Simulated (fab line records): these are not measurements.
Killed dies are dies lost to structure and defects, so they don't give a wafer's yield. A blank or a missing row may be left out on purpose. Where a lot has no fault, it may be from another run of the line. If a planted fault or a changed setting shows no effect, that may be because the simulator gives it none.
Matching of chambers || flow gf180mcu || GF_V1_CMP_26 on cmp-01 has 4 sister chambers
The step polishes, stops on SiO2, t overpolish 15 s, target thk 0 nm. 4 wafers are shown with their chamber, then 10 later ones without.

## WAFERS, EACH WITH ITS CHAMBER
{"wafer": "L445.3", "chamber": 3, "motor-current-A (A)": 8.9}
{"wafer": "L445.6", "chamber": 1, "motor-current-A (A)": 10.9}
{"wafer": "L449.2", "chamber": 2, "motor-current-A (A)": 10.8}
{"wafer": "L449.4", "chamber": 0, "motor-current-A (A)": 11.4}

## WAFERS WITHOUT THEIR CHAMBER
{"wafer": "L449.5", "motor-current-A (A)": 10.9}
{"wafer": "L450.2", "motor-current-A (A)": 11.1}
{"wafer": "L450.3", "motor-current-A (A)": 11.2}
{"wafer": "L450.5", "motor-current-A (A)": 10.2}
{"wafer": "L452.1", "motor-current-A (A)": 10.8}
{"wafer": "L452.4", "motor-current-A (A)": 10.8}
{"wafer": "L452.6", "motor-current-A (A)": 10.7}
{"wafer": "L453.4", "motor-current-A (A)": 9.3}
{"wafer": "L453.5", "motor-current-A (A)": 11.0}
{"wafer": "L453.6", "motor-current-A (A)": 9.5}

## WHICH CHAMBER EACH WENT THROUGH
{"wafer": "L449.5", "from the rows above": "can't be placed: 1 or 2 or 0", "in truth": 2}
{"wafer": "L450.2", "from the rows above": "can't be placed: 1 or 2 or 0", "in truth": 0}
{"wafer": "L450.3", "from the rows above": "can't be placed: 0 or 1 or 2", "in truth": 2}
{"wafer": "L450.5", "from the rows above": "can't be placed: 2 or 1 or 0", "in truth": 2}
{"wafer": "L452.1", "from the rows above": "can't be placed: 2 or 1 or 0", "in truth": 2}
{"wafer": "L452.4", "from the rows above": "can't be placed: 2 or 1 or 0", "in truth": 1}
{"wafer": "L452.6", "from the rows above": "can't be placed: 2 or 1 or 0", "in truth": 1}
{"wafer": "L453.4", "from the rows above": 3, "in truth": 3}
{"wafer": "L453.5", "from the rows above": "can't be placed: 1 or 2 or 0", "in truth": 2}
{"wafer": "L453.6", "from the rows above": 3, "in truth": 3}
2 of 10 placed correctly. Not placeable from these rows: 8 (in 8, the candidates include the true chamber). Placed wrongly: 0.
How it was worked out, from the rows above alone: a wafer's distance from a chamber is the root of the sum, over the readings, of the square of ((its reading less the chamber's mean) divided by the reading's scatter). The wafer belongs to the nearest chamber; if the next one is less than 2 further off, it can't be placed. A chamber's mean is the mean of its shown wafers. The scatter (one wafer shown for each chamber): square how far every hidden wafer sits from the nearest shown wafer, average those squares and take the square root.
